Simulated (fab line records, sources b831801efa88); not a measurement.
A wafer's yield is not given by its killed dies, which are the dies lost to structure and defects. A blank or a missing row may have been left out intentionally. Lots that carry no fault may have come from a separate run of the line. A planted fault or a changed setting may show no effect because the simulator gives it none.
Code-filled problem report in 8D (eight disciplines) form -- flow sky130 -- the parts of the form that need people (team, actions taken, sign-off) are left out

== 1. WHAT IS WRONG ==
strip-time-to-endpoint-s at SKY_VT_ADJUST_LVTN_STRIP_09 reads a mean of 32.31 s on 2 wafers of 2 lots; wafers without a fault read 36.92 s with a standard deviation of 0.094. That puts it -49 standard deviations away from the usual mean.
The step: strips in O2/N2.
First seen on wafer L419.6, day 9 21:01, on plasma-asher-04. At this step, 35 wafers from 12 lots have a number in the record. Rule for "out", or "out of limits": more than 4 standard deviations from the usual mean. Any other wafer with a number is counted as sound.

== 2. WHAT THIS IS AND IS NOT ==
question,is,is not
which readings at this step,strip-time-to-endpoint-s,"drypump-motor-current-A, n2-flow-sccm, oes-product-au"
which lots,"L419, L420","L408, L409, L411, L412, L414, L415, L416, L417, L428, L431"
which wafers of those lots,"L419.6, L420.4","L419.3, L420.2, L420.3"
read on which tools,"plasma-asher-03, plasma-asher-04",plasma-asher-01
when,from day 9 21:01,"up to then (25 sound wafers); but 8 sound wafers of L420, L428, L431 came after"

== 3. WHAT RULES OUT EACH SUSPECT ==
Counting: if a tool at a process step up to the reading ran every lot that is out, it stays a suspect. Sound lots after the first of them don't rule it out here, since some wafers of a struck lot are sound.
- litho-track-02 at SKY_VT_ADJUST_LVTN_COAT_02 (resist thk 3000 nm): kept. It processed each lot that is out (first: L419, day 9 09:46); up to then, its last sound lot is L416 (day 8 10:53).
After counting, what remains is litho-track-02 at SKY_VT_ADJUST_LVTN_COAT_02.

== 4. THE CAUSE (what the simulator had put in) ==
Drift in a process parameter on litho-track-02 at SKY_VT_ADJUST_LVTN_COAT_02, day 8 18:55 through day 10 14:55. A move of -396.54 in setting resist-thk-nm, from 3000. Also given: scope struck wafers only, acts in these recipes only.
The count eliminated every tool but this one.

== 5. SEQUENCE OF EFFECTS, ordered by route ==
Each row: a reading whose mean over the struck wafers that have a number lies more than 3 standard deviations from the usual. Readings are gone through only where the record gives a usual standard deviation; hours: the median, over the lots, of the time from a lot's start at the first step in this table giving one to that lot's start at this step; sigmas: the change measured in usual standard deviations.
hours,step,reading,usual,on struck wafers,change,sigmas
0,SKY_VT_ADJUST_LVTN_STRIP_09,strip-time-to-endpoint-s,36.92 s,32.31,-4.61,-49
Its process steps:
- SKY_VT_ADJUST_LVTN_STRIP_09: strips in O2/N2.

== 6. WHAT WOULD HAVE CAUGHT IT SOONER ==
26 hours passed between the start of the fault at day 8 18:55 and the first reading out of limits in this record, taken at day 9 21:01.
Tool readings at SKY_VT_ADJUST_LVTN_COAT_02 with a usual standard deviation given in the record: none out on any struck wafer, hence no alarm at a limit of 4 standard deviations on them.
Among the 2 lots that are out, L420 began SKY_VT_ADJUST_LVTN_COAT_02 on litho-track-02 after day 9 21:01. It would have been spared by a hold on the tool at that moment.
